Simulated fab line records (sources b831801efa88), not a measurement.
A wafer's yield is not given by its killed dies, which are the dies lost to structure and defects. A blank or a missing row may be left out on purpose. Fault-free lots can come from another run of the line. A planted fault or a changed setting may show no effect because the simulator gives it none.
What tool caused it? + flow gf180mcu + 42 wafers from 14 lots sampled at 2 of the route's 602 steps

== WHAT THE GAUGES SHOWED, per wafer ==
GF_POLY_GATE_THK_MEAS_17.
| lot  | measured     | on           | POLY_GATE_OXIDATION_THK (nm) |
|------|--------------|--------------|------------------------------|
| L430 | day 9 06:32  | filmMetro-03 | 3.99 3.96 3.95               |
| L432 | day 10 01:51 | filmMetro-03 | 3.94 4.04 4.04               |
| L433 | day 10 09:47 | filmMetro-01 | 4.06 4.06 4.03               |
| L434 | day 10 19:47 | filmMetro-02 | 4.12 4.10 3.98               |
| L435 | day 11 05:49 | filmMetro-01 | 3.98 4.03 3.97               |
| L437 | day 11 12:56 | filmMetro-03 | 4.02 4.11 4.13               |
| L438 | day 11 21:15 | filmMetro-02 | 3.94 3.99 3.97               |
| L443 | day 13 08:05 | filmMetro-02 | 4.00 3.95 4.05               |
| L445 | day 13 19:46 | filmMetro-03 | 3.97 4.11 3.99               |
| L447 | day 14 12:16 | filmMetro-03 | 3.86 3.89 3.97               |
| L449 | day 15 02:41 | filmMetro-03 | 4.08 3.97 3.97               |
| L451 | day 15 18:34 | filmMetro-02 | 4.01 3.97 3.92               |
| L452 | day 15 23:36 | filmMetro-03 | 4.08 4.07 4.01               |
| L453 | day 16 08:26 | filmMetro-02 | 4.06 4.01 4.10               |

GF_POLY_GATE_CD_MEAS_18.
| lot  | measured     | on       | cdNm (nm)         |
|------|--------------|----------|-------------------|
| L430 | day 9 06:37  | cdSem-02 | 278.1 277.3 276.1 |
| L432 | day 10 01:56 | cdSem-01 | 279.9 279.9 278.8 |
| L433 | day 10 09:52 | cdSem-02 | 279.8 278.8 277.1 |
| L434 | day 10 19:53 | cdSem-01 | 278.0 277.6 280.4 |
| L435 | day 11 05:53 | cdSem-02 | 281.2 280.3 283.4 |
| L437 | day 11 13:01 | cdSem-01 | 276.8 280.0 276.3 |
| L438 | day 11 21:20 | cdSem-01 | 276.7 279.9 279.3 |
| L443 | day 13 08:17 | cdSem-02 | 278.7 277.8 279.0 |
| L445 | day 13 19:49 | cdSem-02 | 277.5 276.8 277.2 |
| L447 | day 14 12:19 | cdSem-02 | 277.7 281.4 277.2 |
| L449 | day 15 02:45 | cdSem-01 | 276.4 277.6 275.8 |
| L451 | day 15 18:39 | cdSem-01 | 281.2 280.3 279.0 |
| L452 | day 15 23:41 | cdSem-02 | 278.4 280.9 280.8 |
| L453 | day 16 08:29 | cdSem-01 | 277.5 277.4 277.4 |

== WHAT TOOL EACH LOT RAN ON (gives the tool, then ch and the chambers of the sampled wafers, and finally the start) ==
The record shows no process step preceding these readings.

== WHAT THE TOOLS THEMSELVES READ (means of the sampled wafers that have a number; where no wafer has one, the mark that the record gives instead) ==
The record holds no such reading with a usual standard deviation.

== THE ANSWER, worked out from the rows above alone ==
Rule: usual is defined by the lots themselves. The widest of any qualifying gaps counts: lots, ordered by their means at a reading, are off when they make up no more than a third of the lots, leave a main group of 4 or more, and stand apart from it by 3 or more times the standard deviation of that group's means. The tables above print the reading to a certain number of digits; a main group whose means all agree to those digits is not used. A lot without any number at a reading at which 4 lots or more have one is off too. Where the step has rows for the other lots, those lots are counted as sound. First the gauges in route order, then the tools' own readings, where a lot's mean is used as printed above. At the first step where some lot is off, the reading lying furthest off is the one used; lots without a number count as furthest.
Across all readings shown, no lot is off: no conclusion can be drawn from this.

== WHAT HAD BEEN PUT IN BY THE SIMULATOR ==
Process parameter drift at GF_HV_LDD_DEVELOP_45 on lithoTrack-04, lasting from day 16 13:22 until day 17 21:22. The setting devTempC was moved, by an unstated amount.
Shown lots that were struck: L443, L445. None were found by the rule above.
